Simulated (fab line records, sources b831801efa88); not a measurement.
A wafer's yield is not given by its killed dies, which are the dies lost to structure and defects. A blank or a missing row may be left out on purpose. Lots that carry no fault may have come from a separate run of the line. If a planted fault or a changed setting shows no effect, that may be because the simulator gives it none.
8D (eight disciplines) problem report, filled in by code -- flow sky130 -- the parts of the form that need people (team, actions taken, sign-off) are left out

== 1. THE PROBLEM ==
At SKY_VT_ADJUST_HVTR_STRIP_10, strip-time-to-endpoint-s averages 13.66 s over 4 wafers from 2 lots, while fault-free wafers read 14.16 s, standard deviation 0.042. That puts it -12 standard deviations away from the usual mean.
The step: strips in O2/N2.
Seen first at day 11 14:35 on plasma-asher-01, wafer L329.1. The record has a number at this step for 33 wafers belonging to 11 lots. Rule for "out" (also "out of limits"): further than 4 standard deviations from the usual mean. All remaining wafers that have a number are taken as sound.

== 2. WHAT IT IS, WHAT IT ISN'T ==
question,is,is not
which readings at this step,strip-time-to-endpoint-s,"chamber-pressure-mTorr, drypump-motor-current-A, n2-flow-sccm"
which lots,"L329, L331","L327, L328, L330, L337, L338, L341, L342, L343, L345"
which wafers of those lots,"L329.1, L329.4, L331.4, L331.5","L329.6, L331.2"
read on which tools,plasma-asher-01,"plasma-asher-02, plasma-asher-03"
when,from day 11 14:35,"up to then (7 sound wafers); but 22 sound wafers of L330, L331, L337, L338, L341, L342, L343, L345 came after"

== 3. WHAT RULES OUT EACH SUSPECT ==
Counting: a tool at a process step up to the reading stays a suspect if it ran every lot that is out. Sound lots after the first of them don't rule it out here, since some wafers of a struck lot are sound.
- plasma-asher-01 at SKY_VT_ADJUST_HVTR_STRIP_10 (strips in O2/N2): kept. It processed each lot that is out (first: L329, day 11 14:35); up to then, its last sound lot is L328 (day 11 08:46). Out on those wafers are its own readings of strip-time-to-endpoint-s.
- At SKY_VT_ADJUST_HVTR_STRIP_10 on plasma-asher-01, chamber 1 took the sound wafers of the same lots and chamber 0 took the wafers that are out.
After counting, what remains is plasma-asher-01 at SKY_VT_ADJUST_HVTR_STRIP_10.

== 4. THE CAUSE (what the simulator had put in) ==
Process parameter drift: plasma-asher-01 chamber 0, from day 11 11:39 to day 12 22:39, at SKY_VT_ADJUST_HVTR_STRIP_10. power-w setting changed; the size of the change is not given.
After counting, this tool was the only one left.

== 5. THE EFFECT CHAIN, in route order ==
Rows list readings where the struck wafers' mean (over those with a number) sits beyond 3 standard deviations from the usual. Readings are gone through only where the record gives a usual standard deviation; hours: the median, over the lots, of the time from a lot's start at the first step in this table giving one to that lot's start at this step; sigmas: the change measured in usual standard deviations.
hours,step,reading,usual,on struck wafers,change,sigmas
0,SKY_VT_ADJUST_HVTR_STRIP_10,oes-product-au,0.716 a.u.,0.736,+0.020,+4.4
0,SKY_VT_ADJUST_HVTR_STRIP_10,strip-time-to-endpoint-s,14.16 s,13.66,-0.50,-12
The process steps in it:
- SKY_VT_ADJUST_HVTR_STRIP_10: strips in O2/N2.
Later steps that measure or inspect, where all struck wafers having a row at the step show a number for every such reading and not one has moved that far: SKY_POLY_GATE_OVL_MEAS_14.

== 6. HOW IT WOULD HAVE BEEN CAUGHT EARLIER ==
First out-of-limits reading in this record: day 11 14:35, which is 3 hours after fault onset at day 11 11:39.
